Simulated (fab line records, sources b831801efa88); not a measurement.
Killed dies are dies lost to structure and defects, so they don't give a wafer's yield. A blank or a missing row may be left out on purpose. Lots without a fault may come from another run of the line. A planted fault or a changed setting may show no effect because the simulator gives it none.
A struck lot beside a sound one | flow gf180mcu | 27 steps out of a route of 602
Sound: wafers L348.3, L348.4, L348.6. Struck: wafers L339.1, L339.2, L339.4. The cause comes at the end.
At each step with rows: each side's tool, then ch and its chambers, then its first start. Under that, the readings that differ: sound wafers | struck wafers | difference of the means | sigmas: that difference in standard deviations of wafers without a fault.
alike: readings whose means differ by less than 2 such deviations, and words and numbers that are the same on both sides. not compared: withheld readings, readings that some wafer has no value for, bounds like >300 that may hide the same value, and numbers for which the record gives no deviation and whose values overlap.
The two part at a step that has a row with sigmas, a row that says differs or no value, or rows on one side only. Numbers that don't overlap but have no deviation are shown without sigmas and don't part them. A reading that every wafer of one side lacks parts them only if that side has two wafers or more.

GF_HV_LDD_ETCHBACK_58: etches Si3N4 in CH3F/O2, stops on SiO2, time 100 s, target depth 90 nm.
  sound on rie_diel-02 ch 0,1,2, day 18 15:32; struck on rie_diel-02 ch 1,2,3, day 15 14:45
  alike: drypump_motor_current_A, oes_product_au, throttle_valve_pct
  not compared: rf_hours_counter_h
then, 7 steps without rows for these wafers: GF_NSD_DEHYDRATE_00 (time 60 s); GF_NSD_HMDS_01 (prime time 60 s); GF_NSD_COAT_02 (resist thk 1000 nm); GF_NSD_SOFTBAKE_03 (time 60 s); GF_NSD_EXPOSE_04 (exposes mask Nplus, target cd 400 nm); GF_NSD_PEB_05; GF_NSD_DEVELOP_06 (develop time 60 s).
GF_NSD_CD_MEAS_07: target cd 400 nm.
  sound on cd_sem-01, day 19 15:36; struck on cd_sem-01, day 16 12:42
  alike: cd_nm
GF_NSD_OVL_MEAS_08:
  sound on overlay-02, day 19 15:41; struck on overlay-02, day 16 12:49
  alike: NSD_OVL
then, 2 steps without rows for these wafers: GF_NSD_IMPLANT_09; GF_NSD_IMPLANT_10.
GF_NSD_STRIP_11: strips in O2/N2.
  sound on plasma_asher-03 ch 0,1, day 19 16:03; struck on plasma_asher-03 ch 0,1, day 16 13:10
  no value came back on the struck wafers for any of 5 readings (chamber_pressure_mTorr (mTorr), drypump_motor_current_A (A) and others); on the sound wafers chamber_pressure_mTorr (mTorr) reads 1498.4 1500.8 1498.3
  reading                                  | sound | struck         | difference | sigmas
  model.NOVOLAK_of_NSD_COAT_02.thk_nm (nm) | 0 0 0 | 1006 1001 1004 | +1004      |
  not compared: rf_hours_counter_h
GF_NSD_TW_MEAS_12:
  sound on film_metro-01, day 19 16:08; struck on film_metro-01, day 16 13:16
  alike: NSD_TW
then, 7 steps without rows for these wafers: GF_PSD_DEHYDRATE_00 (time 60 s); GF_PSD_HMDS_01 (prime time 60 s); GF_PSD_COAT_02 (resist thk 1000 nm); GF_PSD_SOFTBAKE_03 (time 60 s); GF_PSD_EXPOSE_04 (exposes mask Pplus, target cd 400 nm); GF_PSD_PEB_05; GF_PSD_DEVELOP_06 (develop time 60 s).
GF_PSD_CD_MEAS_07: target cd 400 nm.
  sound on cd_sem-01, day 20 15:55; struck on cd_sem-01, day 17 10:54
  alike: cd_nm
GF_PSD_OVL_MEAS_08:
  sound on overlay-02, day 20 16:01; struck on overlay-02, day 17 11:01
  alike: PSD_OVL
then, 1 step without rows for these wafers: GF_PSD_IMPLANT_09.
GF_PSD_STRIP_10: strips in O2/N2.
  sound on plasma_asher-03 ch 0,1, day 20 16:13; struck on plasma_asher-01 ch 0,1, day 17 11:13
  reading                      | sound             | struck            | difference | sigmas
  oes_product_au (a.u.)        | 0.594 0.591 0.588 | 0.651 0.661 0.651 | +0.063     | +15
  strip_time_to_endpoint_s (s) | 16.56 16.53 16.55 | 31.54 31.50 31.51 | +14.97     | +99 or more
  alike: chamber_pressure_mTorr, drypump_motor_current_A, heater_power_w
  not compared: rf_hours_counter_h
GF_PSD_TW_MEAS_11:
  sound on film_metro-02, day 20 16:18; struck on film_metro-03, day 17 11:19
  reading | sound          | struck   | difference | sigmas
  PSD_TW  | 3161 3140 3143 | 30 30 30 | -3118      | -99 or more
then, 1 step without rows for these wafers: GF_PSD_CLEAN_12 (cleans in SC1/SC2, time 150 s).

WHERE THEY PART
First at GF_NSD_STRIP_11; last, within this record, at GF_PSD_TW_MEAS_11.

WHY: what the simulator had put in
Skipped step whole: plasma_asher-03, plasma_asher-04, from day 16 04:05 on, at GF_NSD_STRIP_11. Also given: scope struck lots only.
